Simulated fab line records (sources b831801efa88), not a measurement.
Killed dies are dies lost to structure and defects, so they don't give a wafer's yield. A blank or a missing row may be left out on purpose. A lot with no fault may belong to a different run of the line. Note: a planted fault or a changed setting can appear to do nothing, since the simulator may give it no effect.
fab line records / flow sfq_line
record: lots: 14 wafers: 42 last_day: 83
route steps=325 shown I0@45 I1@83 M2@92
lots that met no fault: taken from a fault-free run of the same line
start_h: hours from the record's opening day to when the first of the lot's shown wafers began / wait_h: how many hours have passed since the lot's step before this one / " as in the row above / L1.1+2: one row covering several wafers at once / - no value, or no start was given / * or withheld: withheld / < > ~ a bound
route shown NAME@n: names a module that has steps shown in the file, with the first one's number in the route / usual: the fault-free wafers' mean and standard deviation / same: alike in all rows / chamber/n: place in a boat / sites: each site's reading / _std_site: the values' standard deviation / _edge_site: inner sites' mean taken away from outer sites' mean / radius_mm: how far each site lies from the wafer's centre / mask NAME#n: copy n / behind: the last tool/chamber to shape the wafer / hold: reason for holding the lot/hours on hold/outcome of the hold / device: whichever transistor did not switch (one of n, p or np) / end of line: the tests these same wafers got at the end of their route / a step without rows: its recipe alone / killed: the dies lost at the first sort to structure and to defects; this is not the yield of the wafer / map: a wafer's dies, x killed, . not, _ none there
set.NAME: the setting as run; set.NAME@STEP: as run at that earlier step / model.NAME: the simulator's own value behind a step, which no gauge read
route steps across a sampled set of lots; one table per step, one row per wafer
services: from which hour (start_h, from the record's first day; less than 0 if before it) a tool's chamber was out of use, for how many hours, and why
== steps ==
step: SFQ_I0_BOW_MEAS_907
recipe: mode: bow
usual: I0_BOW: 1/7.2
lot.wafer=L657.1 tool=film_metro-04 chamber=- start_h=261.46 wait_h=2.5 I0_BOW[um]=3
lot.wafer=L657.4 tool=film_metro-04 chamber=- start_h=261.46 wait_h=2.5 I0_BOW[um]=-4
lot.wafer=L657.6 tool=film_metro-04 chamber=- start_h=261.46 wait_h=2.5 I0_BOW[um]=-3
lot.wafer=L658.1 tool=film_metro-04 chamber=- start_h=270.50 wait_h=2.0 I0_BOW[um]=12
lot.wafer=L658.5 tool=film_metro-04 chamber=- start_h=270.50 wait_h=2.0 I0_BOW[um]=15
lot.wafer=L658.6 tool=film_metro-04 chamber=- start_h=270.50 wait_h=2.0 I0_BOW[um]=5
lot.wafer=L661.1 tool=film_metro-03 chamber=- start_h=292.69 wait_h=2.5 I0_BOW[um]=15
lot.wafer=L661.2 tool=film_metro-03 chamber=- start_h=292.69 wait_h=2.5 I0_BOW[um]=-7
lot.wafer=L661.5 tool=film_metro-03 chamber=- start_h=292.69 wait_h=2.5 I0_BOW[um]=7
lot.wafer=L662.1 tool=film_metro-03 chamber=- start_h=296.76 wait_h=1.0 I0_BOW[um]=8
lot.wafer=L662.2 tool=film_metro-03 chamber=- start_h=296.76 wait_h=1.0 I0_BOW[um]=6
lot.wafer=L662.6 tool=film_metro-03 chamber=- start_h=296.76 wait_h=1.0 I0_BOW[um]=8
lot.wafer=L663.1 tool=film_metro-04 chamber=- start_h=307.15 wait_h=1.0 I0_BOW[um]=3
lot.wafer=L663.5 tool=film_metro-04 chamber=- start_h=307.15 wait_h=1.0 I0_BOW[um]=-7
lot.wafer=L663.6 tool=film_metro-04 chamber=- start_h=307.15 wait_h=1.0 I0_BOW[um]=-6
lot.wafer=L664.1 tool=film_metro-03 chamber=- start_h=313.07 wait_h=2.5 I0_BOW[um]=-2
lot.wafer=L664.4 tool=film_metro-03 chamber=- start_h=313.07 wait_h=2.5 I0_BOW[um]=-4
lot.wafer=L664.5 tool=film_metro-03 chamber=- start_h=313.07 wait_h=2.5 I0_BOW[um]=-1
lot.wafer=L665.2 tool=film_metro-03 chamber=- start_h=322.69 wait_h=1.5 I0_BOW[um]=10
lot.wafer=L665.5 tool=film_metro-03 chamber=- start_h=322.69 wait_h=1.5 I0_BOW[um]=1
lot.wafer=L665.6 tool=film_metro-03 chamber=- start_h=322.69 wait_h=1.5 I0_BOW[um]=8
lot.wafer=L666.1 tool=film_metro-01 chamber=- start_h=327.47 wait_h=1.5 I0_BOW[um]=-3
lot.wafer=L666.2 tool=film_metro-01 chamber=- start_h=327.47 wait_h=1.5 I0_BOW[um]=-4
lot.wafer=L666.6 tool=film_metro-01 chamber=- start_h=327.47 wait_h=1.5 I0_BOW[um]=-6
lot.wafer=L667.2 tool=film_metro-04 chamber=- start_h=337.34 wait_h=2.0 I0_BOW[um]=-3
lot.wafer=L667.5 tool=film_metro-04 chamber=- start_h=337.34 wait_h=2.0 I0_BOW[um]=1
lot.wafer=L667.6 tool=film_metro-04 chamber=- start_h=337.34 wait_h=2.0 I0_BOW[um]=-3
lot.wafer=L669.1 tool=film_metro-03 chamber=- start_h=363.30 wait_h=1.0 I0_BOW[um]=1
lot.wafer=L669.5 tool=film_metro-03 chamber=- start_h=363.30 wait_h=1.0 I0_BOW[um]=-12
lot.wafer=L669.6 tool=film_metro-03 chamber=- start_h=363.30 wait_h=1.0 I0_BOW[um]=-10
lot.wafer=L670.1 tool=film_metro-04 chamber=- start_h=370.50 wait_h=2.5 I0_BOW[um]=22
lot.wafer=L670.2 tool=film_metro-04 chamber=- start_h=370.50 wait_h=2.5 I0_BOW[um]=6
lot.wafer=L670.5 tool=film_metro-04 chamber=- start_h=370.50 wait_h=2.5 I0_BOW[um]=4
lot.wafer=L674.1 tool=film_metro-03 chamber=- start_h=413.04 wait_h=2.0 I0_BOW[um]=-4
lot.wafer=L674.2 tool=film_metro-03 chamber=- start_h=413.04 wait_h=2.0 I0_BOW[um]=-8
lot.wafer=L674.5 tool=film_metro-03 chamber=- start_h=413.04 wait_h=2.0 I0_BOW[um]=16
lot.wafer=L679.2 tool=film_metro-01 chamber=- start_h=462.62 wait_h=2.5 I0_BOW[um]=9
lot.wafer=L679.4 tool=film_metro-01 chamber=- start_h=462.62 wait_h=2.5 I0_BOW[um]=-2
lot.wafer=L679.6 tool=film_metro-01 chamber=- start_h=462.62 wait_h=2.5 I0_BOW[um]=-7
lot.wafer=L680.1 tool=film_metro-01 chamber=- start_h=472.20 wait_h=1.5 I0_BOW[um]=3
lot.wafer=L680.3 tool=film_metro-01 chamber=- start_h=472.20 wait_h=1.5 I0_BOW[um]=3
lot.wafer=L680.5 tool=film_metro-01 chamber=- start_h=472.20 wait_h=1.5 I0_BOW[um]=-1
step: SFQ_I1_OVL_MEAS_913
usual: I1_OVL: 0/5.1
lot.wafer=L657.1 tool=overlay-02 chamber=- start_h=513.01 wait_h=0.1 I1_OVL[nm]=1
lot.wafer=L657.4 tool=overlay-02 chamber=- start_h=513.01 wait_h=0.1 I1_OVL[nm]=5
lot.wafer=L657.6 tool=overlay-02 chamber=- start_h=513.01 wait_h=0.1 I1_OVL[nm]=7
lot.wafer=L658.1 tool=overlay-02 chamber=- start_h=563.16 wait_h=0.1 I1_OVL[nm]=-2
lot.wafer=L658.5 tool=overlay-02 chamber=- start_h=563.16 wait_h=0.1 I1_OVL[nm]=-4
lot.wafer=L658.6 tool=overlay-02 chamber=- start_h=563.16 wait_h=0.1 I1_OVL[nm]=0
lot.wafer=L661.1 tool=overlay-02 chamber=- start_h=589.50 wait_h=0.1 I1_OVL[nm]=-2
lot.wafer=L661.2 tool=overlay-02 chamber=- start_h=589.50 wait_h=0.1 I1_OVL[nm]=-5
lot.wafer=L661.5 tool=overlay-02 chamber=- start_h=589.50 wait_h=0.1 I1_OVL[nm]=-8
lot.wafer=L662.1 tool=overlay-02 chamber=- start_h=596.70 wait_h=0.1 I1_OVL[nm]=0
lot.wafer=L662.2 tool=overlay-02 chamber=- start_h=596.70 wait_h=0.1 I1_OVL[nm]=-1
lot.wafer=L662.6 tool=overlay-02 chamber=- start_h=596.70 wait_h=0.1 I1_OVL[nm]=4
lot.wafer=L663.1 tool=overlay-02 chamber=- start_h=612.96 wait_h=0.1 I1_OVL[nm]=-8
lot.wafer=L663.5 tool=overlay-02 chamber=- start_h=612.96 wait_h=0.1 I1_OVL[nm]=-3
lot.wafer=L663.6 tool=overlay-02 chamber=- start_h=612.96 wait_h=0.1 I1_OVL[nm]=-4
lot.wafer=L664.1 tool=overlay-01 chamber=- start_h=621.45 wait_h=0.1 I1_OVL[nm]=-7
lot.wafer=L664.4 tool=overlay-01 chamber=- start_h=621.45 wait_h=0.1 I1_OVL[nm]=-10
lot.wafer=L664.5 tool=overlay-01 chamber=- start_h=621.45 wait_h=0.1 I1_OVL[nm]=-10
lot.wafer=L665.2 tool=overlay-02 chamber=- start_h=628.52 wait_h=0.1 I1_OVL[nm]=-8
lot.wafer=L665.5 tool=overlay-02 chamber=- start_h=628.52 wait_h=0.1 I1_OVL[nm]=-2
lot.wafer=L665.6 tool=overlay-02 chamber=- start_h=628.52 wait_h=0.1 I1_OVL[nm]=0
lot.wafer=L666.1 tool=overlay-01 chamber=- start_h=636.42 wait_h=0.1 I1_OVL[nm]=1
lot.wafer=L666.2 tool=overlay-01 chamber=- start_h=636.42 wait_h=0.1 I1_OVL[nm]=2
lot.wafer=L666.6 tool=overlay-01 chamber=- start_h=636.42 wait_h=0.1 I1_OVL[nm]=-2
lot.wafer=L667.2 tool=overlay-01 chamber=- start_h=643.76 wait_h=0.1 I1_OVL[nm]=-2
lot.wafer=L667.5 tool=overlay-01 chamber=- start_h=643.76 wait_h=0.1 I1_OVL[nm]=-2
lot.wafer=L667.6 tool=overlay-01 chamber=- start_h=643.76 wait_h=0.1 I1_OVL[nm]=-2
lot.wafer=L669.1 tool=overlay-01 chamber=- start_h=666.42 wait_h=0.1 I1_OVL[nm]=5
lot.wafer=L669.5 tool=overlay-01 chamber=- start_h=666.42 wait_h=0.1 I1_OVL[nm]=6
lot.wafer=L669.6 tool=overlay-01 chamber=- start_h=666.42 wait_h=0.1 I1_OVL[nm]=4
lot.wafer=L670.1 tool=overlay-01 chamber=- start_h=675.14 wait_h=0.1 I1_OVL[nm]=10
lot.wafer=L670.2 tool=overlay-01 chamber=- start_h=675.14 wait_h=0.1 I1_OVL[nm]=9
lot.wafer=L670.5 tool=overlay-01 chamber=- start_h=675.14 wait_h=0.1 I1_OVL[nm]=10
lot.wafer=L674.1 tool=overlay-01 chamber=- start_h=741.25 wait_h=0.1 I1_OVL[nm]=3
lot.wafer=L674.2 tool=overlay-01 chamber=- start_h=741.25 wait_h=0.1 I1_OVL[nm]=5
lot.wafer=L674.5 tool=overlay-01 chamber=- start_h=741.25 wait_h=0.1 I1_OVL[nm]=6
lot.wafer=L679.2 tool=overlay-01 chamber=- start_h=797.91 wait_h=0.1 I1_OVL[nm]=5
lot.wafer=L679.4 tool=overlay-01 chamber=- start_h=797.91 wait_h=0.1 I1_OVL[nm]=-4
lot.wafer=L679.6 tool=overlay-01 chamber=- start_h=797.91 wait_h=0.1 I1_OVL[nm]=-3
lot.wafer=L680.1 tool=overlay-01 chamber=- start_h=799.10 wait_h=0.1 I1_OVL[nm]=0
lot.wafer=L680.3 tool=overlay-01 chamber=- start_h=799.10 wait_h=0.1 I1_OVL[nm]=2
lot.wafer=L680.5 tool=overlay-01 chamber=- start_h=799.10 wait_h=0.1 I1_OVL[nm]=8
step: SFQ_TRILAYER_I1_VIA_BARC_OPEN_VIA_ETCH_071
recipe: mask_material: PR chemistry: O2 target_depth_nm: 125 target: BARC source_w: 500 bias_w: 80 pressure_mtorr: 30 time_s: 41.7
usual: drypump_motor_current_A: 5.6/0.4 oes_product_au: 0.685/0.0047
lot.wafer=L657.1 tool=rie_diel-02 chamber=0 start_h=513.05 wait_h=0.0 drypump_motor_current_A=5.7 oes_product_au=0.674 rf_hours_counter_h=3
lot.wafer=L657.4 tool=rie_diel-02 chamber=1 start_h=513.05 wait_h=0.0 drypump_motor_current_A=5.1 oes_product_au=0.691 rf_hours_counter_h=48
lot.wafer=L657.6 tool=rie_diel-02 chamber=2 start_h=513.05 wait_h=0.0 drypump_motor_current_A=5.0 oes_product_au=0.687 rf_hours_counter_h=-
lot.wafer=L658.1 tool=rie_diel-02 chamber=2 start_h=563.19 wait_h=0.0 drypump_motor_current_A=5.0 oes_product_au=0.677 rf_hours_counter_h=62
lot.wafer=L658.5 tool=rie_diel-02 chamber=3 start_h=563.19 wait_h=0.0 drypump_motor_current_A=6.0 oes_product_au=0.681 rf_hours_counter_h=-
lot.wafer=L658.6 tool=rie_diel-02 chamber=2 start_h=563.19 wait_h=0.0 drypump_motor_current_A=5.0 oes_product_au=0.686 rf_hours_counter_h=-
lot.wafer=L661.1 tool=rie_diel-04 chamber=0 start_h=589.54 wait_h=0.0 drypump_motor_current_A=5.1 oes_product_au=0.682 rf_hours_counter_h=50
lot.wafer=L661.2 tool=rie_diel-04 chamber=2 start_h=589.54 wait_h=0.0 drypump_motor_current_A=6.1 oes_product_au=0.685 rf_hours_counter_h=35
lot.wafer=L661.5 tool=rie_diel-04 chamber=0 start_h=589.54 wait_h=0.0 drypump_motor_current_A=5.1 oes_product_au=0.686 rf_hours_counter_h=-
lot.wafer=L662.1 tool=rie_diel-01 chamber=3 start_h=596.74 wait_h=0.0 drypump_motor_current_A=5.9 oes_product_au=0.692 rf_hours_counter_h=25
lot.wafer=L662.2 tool=rie_diel-01 chamber=0 start_h=596.74 wait_h=0.0 drypump_motor_current_A=6.0 oes_product_au=0.691 rf_hours_counter_h=3
lot.wafer=L662.6 tool=rie_diel-01 chamber=3 start_h=596.74 wait_h=0.0 drypump_motor_current_A=5.9 oes_product_au=0.682 rf_hours_counter_h=-
lot.wafer=L663.1 tool=rie_diel-02 chamber=2 start_h=613.00 wait_h=0.0 drypump_motor_current_A=5.0 oes_product_au=0.687 rf_hours_counter_h=63
lot.wafer=L663.5 tool=rie_diel-02 chamber=2 start_h=613.00 wait_h=0.0 drypump_motor_current_A=5.0 oes_product_au=0.683 rf_hours_counter_h=-
lot.wafer=L663.6 tool=rie_diel-02 chamber=1 start_h=613.00 wait_h=0.0 drypump_motor_current_A=5.1 oes_product_au=0.679 rf_hours_counter_h=-
lot.wafer=L664.1 tool=rie_diel-02 chamber=0 start_h=621.48 wait_h=0.0 drypump_motor_current_A=5.7 oes_product_au=0.687 rf_hours_counter_h=5
lot.wafer=L664.4 tool=rie_diel-02 chamber=1 start_h=621.48 wait_h=0.0 drypump_motor_current_A=5.1 oes_product_au=0.686 rf_hours_counter_h=50
lot.wafer=L664.5 tool=rie_diel-02 chamber=0 start_h=621.48 wait_h=0.0 drypump_motor_current_A=5.7 oes_product_au=0.686 rf_hours_counter_h=-
lot.wafer=L665.2 tool=rie_diel-04 chamber=0 start_h=628.55 wait_h=0.0 drypump_motor_current_A=5.1 oes_product_au=0.687 rf_hours_counter_h=50
lot.wafer=L665.5 tool=rie_diel-04 chamber=3 start_h=628.55 wait_h=0.0 drypump_motor_current_A=5.6 oes_product_au=0.689 rf_hours_counter_h=-
lot.wafer=L665.6 tool=rie_diel-04 chamber=0 start_h=628.55 wait_h=0.0 drypump_motor_current_A=5.2 oes_product_au=0.684 rf_hours_counter_h=-
lot.wafer=L666.1 tool=rie_diel-04 chamber=1 start_h=636.46 wait_h=0.0 drypump_motor_current_A=6.0 oes_product_au=0.688 rf_hours_counter_h=11
lot.wafer=L666.2 tool=rie_diel-04 chamber=3 start_h=636.46 wait_h=0.0 drypump_motor_current_A=5.6 oes_product_au=0.686 rf_hours_counter_h=3
lot.wafer=L666.6 tool=rie_diel-04 chamber=0 start_h=636.46 wait_h=0.0 drypump_motor_current_A=5.1 oes_product_au=0.686 rf_hours_counter_h=-
lot.wafer=L667.2 tool=rie_diel-02 chamber=3 start_h=643.79 wait_h=0.0 drypump_motor_current_A=6.0 oes_product_au=0.692 rf_hours_counter_h=16
lot.wafer=L667.5 tool=rie_diel-02 chamber=3 start_h=643.79 wait_h=0.0 drypump_motor_current_A=6.1 oes_product_au=0.686 rf_hours_counter_h=-
lot.wafer=L667.6 tool=rie_diel-02 chamber=2 start_h=643.79 wait_h=0.0 drypump_motor_current_A=5.0 oes_product_au=0.691 rf_hours_counter_h=-
lot.wafer=L669.1 tool=rie_diel-01 chamber=1 start_h=666.46 wait_h=0.0 drypump_motor_current_A=5.4 oes_product_au=0.690 rf_hours_counter_h=59
lot.wafer=L669.5 tool=rie_diel-01 chamber=1 start_h=666.46 wait_h=0.0 drypump_motor_current_A=5.4 oes_product_au=0.682 rf_hours_counter_h=-
lot.wafer=L669.6 tool=rie_diel-01 chamber=3 start_h=666.46 wait_h=0.0 drypump_motor_current_A=6.0 oes_product_au=0.676 rf_hours_counter_h=-
lot.wafer=L670.1 tool=rie_diel-01 chamber=3 start_h=675.18 wait_h=0.0 drypump_motor_current_A=6.0 oes_product_au=0.684 rf_hours_counter_h=26
lot.wafer=L670.2 tool=rie_diel-01 chamber=2 start_h=675.18 wait_h=0.0 drypump_motor_current_A=6.0 oes_product_au=0.684 rf_hours_counter_h=3
lot.wafer=L670.5 tool=rie_diel-01 chamber=2 start_h=675.18 wait_h=0.0 drypump_motor_current_A=6.0 oes_product_au=0.691 rf_hours_counter_h=-
lot.wafer=L674.1 tool=rie_diel-01 chamber=1 start_h=741.29 wait_h=0.0 drypump_motor_current_A=5.4 oes_product_au=0.680 rf_hours_counter_h=0
lot.wafer=L674.2 tool=rie_diel-01 chamber=2 start_h=741.29 wait_h=0.0 drypump_motor_current_A=6.0 oes_product_au=0.678 rf_hours_counter_h=4
lot.wafer=L674.5 tool=rie_diel-01 chamber=0 start_h=741.29 wait_h=0.0 drypump_motor_current_A=6.0 oes_product_au=0.676 rf_hours_counter_h=-
lot.wafer=L679.2 tool=rie_diel-02 chamber=0 start_h=797.94 wait_h=0.0 drypump_motor_current_A=5.7 oes_product_au=0.687 rf_hours_counter_h=9
lot.wafer=L679.4 tool=rie_diel-02 chamber=0 start_h=797.94 wait_h=0.0 drypump_motor_current_A=5.7 oes_product_au=0.686 rf_hours_counter_h=-
lot.wafer=L679.6 tool=rie_diel-02 chamber=2 start_h=797.94 wait_h=0.0 drypump_motor_current_A=5.0 oes_product_au=0.684 rf_hours_counter_h=-
lot.wafer=L680.1 tool=rie_diel-01 chamber=0 start_h=799.14 wait_h=0.0 drypump_motor_current_A=6.0 oes_product_au=0.682 rf_hours_counter_h=5
lot.wafer=L680.3 tool=rie_diel-01 chamber=1 start_h=799.14 wait_h=0.0 drypump_motor_current_A=5.4 oes_product_au=0.692 rf_hours_counter_h=1
lot.wafer=L680.5 tool=rie_diel-01 chamber=3 start_h=799.14 wait_h=0.0 drypump_motor_current_A=5.9 oes_product_au=0.685 rf_hours_counter_h=-
step: SFQ_TRILAYER_M2_LITHO_COAT_062
recipe: resist: BARC spin_rpm: 3000 resist_thk_nm: 62
usual: spin_speed_rpm: 3000.3/1.8
lot.wafer=L657.1 tool=litho_track-03 chamber=0 start_h=514.28 wait_h=0.1 spin_speed_rpm=3001.2
lot.wafer=L657.4 tool=litho_track-03 chamber=0 start_h=514.28 wait_h=0.1 spin_speed_rpm=3002.2
lot.wafer=L657.6 tool=litho_track-03 chamber=0 start_h=514.28 wait_h=0.1 spin_speed_rpm=2999.6
lot.wafer=L658.1 tool=litho_track-03 chamber=0 start_h=564.42 wait_h=0.1 spin_speed_rpm=2998.8
lot.wafer=L658.5 tool=litho_track-03 chamber=0 start_h=564.42 wait_h=0.1 spin_speed_rpm=2999.3
lot.wafer=L658.6 tool=litho_track-03 chamber=0 start_h=564.42 wait_h=0.1 spin_speed_rpm=2997.7
lot.wafer=L661.1 tool=litho_track-01 chamber=0 start_h=591.36 wait_h=0.1 spin_speed_rpm=3000.3
lot.wafer=L661.2 tool=litho_track-01 chamber=0 start_h=591.36 wait_h=0.1 spin_speed_rpm=3003.8
lot.wafer=L661.5 tool=litho_track-01 chamber=0 start_h=591.36 wait_h=0.1 spin_speed_rpm=3003.2
lot.wafer=L662.1 tool=litho_track-01 chamber=0 start_h=597.96 wait_h=0.1 spin_speed_rpm=3001.6
lot.wafer=L662.2 tool=litho_track-01 chamber=0 start_h=597.96 wait_h=0.1 spin_speed_rpm=3000.6
lot.wafer=L662.6 tool=litho_track-01 chamber=0 start_h=597.96 wait_h=0.1 spin_speed_rpm=3000.5
lot.wafer=L663.1 tool=litho_track-03 chamber=0 start_h=614.24 wait_h=0.1 spin_speed_rpm=3004.4
lot.wafer=L663.5 tool=litho_track-03 chamber=0 start_h=614.24 wait_h=0.1 spin_speed_rpm=3001.8
lot.wafer=L663.6 tool=litho_track-03 chamber=0 start_h=614.24 wait_h=0.1 spin_speed_rpm=3002.8
lot.wafer=L664.1 tool=litho_track-01 chamber=0 start_h=622.72 wait_h=0.1 spin_speed_rpm=3001.2
lot.wafer=L664.4 tool=litho_track-01 chamber=0 start_h=622.72 wait_h=0.1 spin_speed_rpm=2997.0
lot.wafer=L664.5 tool=litho_track-01 chamber=0 start_h=622.72 wait_h=0.1 spin_speed_rpm=2999.2
lot.wafer=L665.2 tool=litho_track-03 chamber=0 start_h=629.82 wait_h=0.1 spin_speed_rpm=3000.4
lot.wafer=L665.5 tool=litho_track-03 chamber=0 start_h=629.82 wait_h=0.1 spin_speed_rpm=2998.9
lot.wafer=L665.6 tool=litho_track-03 chamber=0 start_h=629.82 wait_h=0.1 spin_speed_rpm=2998.3
lot.wafer=L666.1 tool=litho_track-03 chamber=0 start_h=637.69 wait_h=0.1 spin_speed_rpm=2999.4
lot.wafer=L666.2 tool=litho_track-03 chamber=0 start_h=637.69 wait_h=0.1 spin_speed_rpm=3000.4
lot.wafer=L666.6 tool=litho_track-03 chamber=0 start_h=637.69 wait_h=0.1 spin_speed_rpm=3000.7
lot.wafer=L667.2 tool=litho_track-03 chamber=0 start_h=645.06 wait_h=0.1 spin_speed_rpm=3002.6
lot.wafer=L667.5 tool=litho_track-03 chamber=0 start_h=645.06 wait_h=0.1 spin_speed_rpm=2999.7
lot.wafer=L667.6 tool=litho_track-03 chamber=0 start_h=645.06 wait_h=0.1 spin_speed_rpm=3001.9
lot.wafer=L669.1 tool=litho_track-03 chamber=0 start_h=667.69 wait_h=0.1 spin_speed_rpm=2999.8
lot.wafer=L669.5 tool=litho_track-03 chamber=0 start_h=667.69 wait_h=0.1 spin_speed_rpm=2996.7
lot.wafer=L669.6 tool=litho_track-03 chamber=0 start_h=667.69 wait_h=0.1 spin_speed_rpm=2999.9
lot.wafer=L670.1 tool=litho_track-01 chamber=0 start_h=676.65 wait_h=0.1 spin_speed_rpm=3001.8
lot.wafer=L670.2 tool=litho_track-01 chamber=0 start_h=676.65 wait_h=0.1 spin_speed_rpm=3003.4
lot.wafer=L670.5 tool=litho_track-01 chamber=0 start_h=676.65 wait_h=0.1 spin_speed_rpm=3001.8
lot.wafer=L674.1 tool=litho_track-01 chamber=0 start_h=742.52 wait_h=0.1 spin_speed_rpm=3004.1
lot.wafer=L674.2 tool=litho_track-01 chamber=0 start_h=742.52 wait_h=0.1 spin_speed_rpm=3000.9
lot.wafer=L674.5 tool=litho_track-01 chamber=0 start_h=742.52 wait_h=0.1 spin_speed_rpm=3003.4
lot.wafer=L679.2 tool=litho_track-03 chamber=0 start_h=799.23 wait_h=0.1 spin_speed_rpm=3190.5
lot.wafer=L679.4 tool=litho_track-03 chamber=0 start_h=799.23 wait_h=0.1 spin_speed_rpm=3190.8
lot.wafer=L679.6 tool=litho_track-03 chamber=0 start_h=799.23 wait_h=0.1 spin_speed_rpm=3188.5
lot.wafer=L680.1 tool=litho_track-03 chamber=0 start_h=800.36 wait_h=0.1 spin_speed_rpm=3189.0
lot.wafer=L680.3 tool=litho_track-03 chamber=0 start_h=800.36 wait_h=0.1 spin_speed_rpm=3191.5
lot.wafer=L680.5 tool=litho_track-03 chamber=0 start_h=800.36 wait_h=0.1 spin_speed_rpm=3192.3
== services ==
tool=rie_diel-01 chamber=0 start_h=512.66 hours=3.9 kind=repair
tool=rie_diel-04 chamber=- start_h=521.05 hours=1.1 kind=repair
tool=rie_diel-02 chamber=- start_h=529.20 hours=4.3 kind=pm
tool=rie_diel-02 chamber=- start_h=533.53 hours=2.8 kind=pm
tool=rie_diel-01 chamber=- start_h=559.22 hours=2.8 kind=pm
tool=rie_diel-04 chamber=- start_h=563.74 hours=2.8 kind=pm
tool=rie_diel-01 chamber=- start_h=606.65 hours=1.0 kind=repair
tool=rie_diel-01 chamber=- start_h=607.66 hours=14.6 kind=pm
tool=rie_diel-01 chamber=- start_h=622.26 hours=28.1 kind=pm
tool=rie_diel-04 chamber=- start_h=641.39 hours=5.3 kind=repair
tool=rie_diel-02 chamber=3 start_h=646.29 hours=1.5 kind=repair
tool=rie_diel-01 chamber=2 start_h=663.64 hours=7.9 kind=repair
tool=rie_diel-01 chamber=1 start_h=668.14 hours=3.9 kind=repair
tool=rie_diel-01 chamber=0 start_h=669.93 hours=17.1 kind=repair
tool=rie_diel-01 chamber=1 start_h=673.19 hours=6.4 kind=repair
tool=rie_diel-02 chamber=1 start_h=687.82 hours=18.4 kind=repair
tool=rie_diel-02 chamber=- start_h=699.24 hours=14.6 kind=pm
tool=rie_diel-01 chamber=0 start_h=703.03 hours=15.7 kind=repair
tool=rie_diel-01 chamber=1 start_h=717.36 hours=2.7 kind=repair
tool=rie_diel-02 chamber=2 start_h=724.10 hours=4.6 kind=repair
tool=rie_diel-02 chamber=2 start_h=728.69 hours=- kind=clean
tool=rie_diel-01 chamber=1 start_h=756.14 hours=7.2 kind=repair
tool=rie_diel-01 chamber=1 start_h=763.43 hours=4.1 kind=repair
tool=rie_diel-01 chamber=1 start_h=783.36 hours=9.6 kind=repair
== key ==
first_sign: step: SFQ_TRILAYER_M2_LITHO_COAT_062 reading: spin_speed_rpm direction: up sigmas: 99+ usual: 3000.3 struck: 3190.4
effect none on later readings
met_at SFQ_TRILAYER_M2_LITHO_COAT_062
struck_lots L679,L680
not_acting_at SFQ_I0_BOW_MEAS_907,SFQ_I1_OVL_MEAS_913,SFQ_TRILAYER_I1_VIA_BARC_OPEN_VIA_ETCH_071
onset_between 667.69 799.23
fault: kind: process_parameter_drift tool: litho_track-03 chamber: - onset_h: 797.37 steps: SFQ_TRILAYER_M2_LITHO_COAT_062 channel: spin_rpm offset: 191.06 shape: step end_h: 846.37 acts_in: these_recipes_only stated: 3000
